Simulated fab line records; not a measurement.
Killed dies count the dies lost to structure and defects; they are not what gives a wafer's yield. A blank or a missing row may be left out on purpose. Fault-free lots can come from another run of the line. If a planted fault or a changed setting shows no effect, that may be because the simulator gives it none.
Which of the tools did it? :: flow sky130 :: 11 lots, 33 wafers sampled, at 5 steps of a route of 708

## WHAT EACH GAUGE READ, for each wafer
SKY_PASSIVATION_THK_MEAS_03.
lot: L942
measured: day 44 00:14
on: filmMetro-03
PASSIVATION_CVD_02_THK (nm): 532 527 543

lot: L943
measured: day 44 07:53
on: filmMetro-03
PASSIVATION_CVD_02_THK (nm): 535 546 540

lot: L944
measured: day 44 12:17
on: filmMetro-04
PASSIVATION_CVD_02_THK (nm): 535 544 544

lot: L947
measured: day 45 11:28
on: filmMetro-01
PASSIVATION_CVD_02_THK (nm): 522 537 537

lot: L949
measured: day 45 17:35
on: filmMetro-03
PASSIVATION_CVD_02_THK (nm): 533 540 544

lot: L952
measured: day 46 16:26
on: filmMetro-04
PASSIVATION_CVD_02_THK (nm): 534 539 539

lot: L954
measured: day 47 06:13
on: filmMetro-04
PASSIVATION_CVD_02_THK (nm): 539 532 548

lot: L960
measured: day 48 21:19
on: filmMetro-01
PASSIVATION_CVD_02_THK (nm): 527 546 545

lot: L962
measured: day 48 23:16
on: filmMetro-03
PASSIVATION_CVD_02_THK (nm): 539 540 547

lot: L964
measured: day 49 06:42
on: filmMetro-04
PASSIVATION_CVD_02_THK (nm): 538 538 547

lot: L965
measured: day 49 11:59
on: filmMetro-04
PASSIVATION_CVD_02_THK (nm): 543 548 537

## WHICH TOOL RAN EACH LOT (tool, then ch and the chambers of the sampled wafers, then the start)
lot: L942
SKY_VIA4_STRIP_13: plasmaAsher-03 ch 0, day 42 23:03
SKY_VIA4_CMP_21: cmp-02 ch 0,1,3, day 43 00:02
SKY_METAL5_COAT_09: lithoTrack-02 ch 0, day 43 11:09
SKY_METAL5_STRIP_16: plasmaAsher-01 ch 0,1, day 43 23:20

lot: L943
SKY_VIA4_STRIP_13: plasmaAsher-03 ch 0,1, day 43 06:37
SKY_VIA4_CMP_21: cmp-01 ch 0,2,3, day 43 07:44
SKY_METAL5_COAT_09: lithoTrack-04 ch 0, day 43 19:08
SKY_METAL5_STRIP_16: plasmaAsher-04 ch 1, day 44 06:58

lot: L944
SKY_VIA4_STRIP_13: plasmaAsher-02 ch 0,1, day 43 10:58
SKY_VIA4_CMP_21: cmp-02 ch 0,3, day 43 11:57
SKY_METAL5_COAT_09: lithoTrack-04 ch 0, day 44 00:10
SKY_METAL5_STRIP_16: plasmaAsher-03 ch 0,1, day 44 11:23

lot: L947
SKY_VIA4_STRIP_13: plasmaAsher-03 ch 0, day 44 10:16
SKY_VIA4_CMP_21: cmp-02 ch 0,1, day 44 11:32
SKY_METAL5_COAT_09: lithoTrack-01 ch 0, day 44 23:10
SKY_METAL5_STRIP_16: plasmaAsher-01 ch 0,1, day 45 10:32

lot: L949
SKY_VIA4_STRIP_13: plasmaAsher-02 ch 0,1, day 44 17:55
SKY_VIA4_CMP_21: cmp-01 ch 0,1, day 44 18:54
SKY_METAL5_COAT_09: lithoTrack-04 ch 0, day 45 06:35
SKY_METAL5_STRIP_16: plasmaAsher-01 ch 0,1, day 45 16:41

lot: L952
SKY_VIA4_STRIP_13: plasmaAsher-02 ch 0,1, day 45 17:10
SKY_VIA4_CMP_21: cmp-01 ch 0,1, day 45 18:13
SKY_METAL5_COAT_09: lithoTrack-01 ch 0, day 46 05:44
SKY_METAL5_STRIP_16: plasmaAsher-01 ch 0,1, day 46 15:20

lot: L954
SKY_VIA4_STRIP_13: plasmaAsher-04 ch 0,1, day 46 06:48
SKY_VIA4_CMP_21: cmp-01 ch 0,2,3, day 46 08:23
SKY_METAL5_COAT_09: lithoTrack-01 ch 0, day 46 18:07
SKY_METAL5_STRIP_16: plasmaAsher-03 ch 0,1, day 47 05:20

lot: L960
SKY_VIA4_STRIP_13: plasmaAsher-02 ch 0,1, day 48 00:07
SKY_VIA4_CMP_21: cmp-01 ch 0,1,2, day 48 01:14
SKY_METAL5_COAT_09: lithoTrack-04 ch 0, day 48 09:58
SKY_METAL5_STRIP_16: plasmaAsher-01 ch 0,1, day 48 20:26

lot: L962
SKY_VIA4_STRIP_13: plasmaAsher-04 ch 0,1, day 48 01:43
SKY_VIA4_CMP_21: cmp-02 ch 0,2,3, day 48 02:55
SKY_METAL5_COAT_09: lithoTrack-01 ch 0, day 48 11:32
SKY_METAL5_STRIP_16: plasmaAsher-04 ch 0,1, day 48 22:14

lot: L964
SKY_VIA4_STRIP_13: plasmaAsher-03 ch 0, day 48 09:28
SKY_VIA4_CMP_21: cmp-02 ch 0,2,3, day 48 10:27
SKY_METAL5_COAT_09: lithoTrack-02 ch 0, day 48 20:47
SKY_METAL5_STRIP_16: plasmaAsher-04 ch 0,1, day 49 05:46

lot: L965
SKY_VIA4_STRIP_13: plasmaAsher-04 ch 0,1, day 48 15:07
SKY_VIA4_CMP_21: cmp-02 ch 0,1,2, day 48 16:16
SKY_METAL5_COAT_09: lithoTrack-01 ch 0, day 49 01:55
SKY_METAL5_STRIP_16: plasmaAsher-04 ch 0,1, day 49 10:41
- SKY_VIA4_STRIP_13: strips in O2/N2.
- SKY_VIA4_CMP_21: polishes, stops on SiO2, t overpolish 25 s, target thk 0 nm.
- SKY_METAL5_COAT_09: resist thk 1800 nm.
- SKY_METAL5_STRIP_16: strips in O2/N2.

## THE ANSWER, worked out from the rows above alone
Rule: usual is defined by the lots themselves. The widest of any qualifying gaps counts: lots, ordered by their means at a reading, are off when they make up no more than a third of the lots, leave a main group of 4 or more, and stand apart from it by 3 or more times the standard deviation of that group's means. A main group whose means are all the same, to the digits that the tables above print for the reading, isn't used. A lot without any number at a reading at which 4 lots or more have one is off too. Any other lot the step has rows for is counted as sound.
None of the lots is off at any reading shown; this tells nothing.

## WHAT THE SIMULATOR HAD PUT IN
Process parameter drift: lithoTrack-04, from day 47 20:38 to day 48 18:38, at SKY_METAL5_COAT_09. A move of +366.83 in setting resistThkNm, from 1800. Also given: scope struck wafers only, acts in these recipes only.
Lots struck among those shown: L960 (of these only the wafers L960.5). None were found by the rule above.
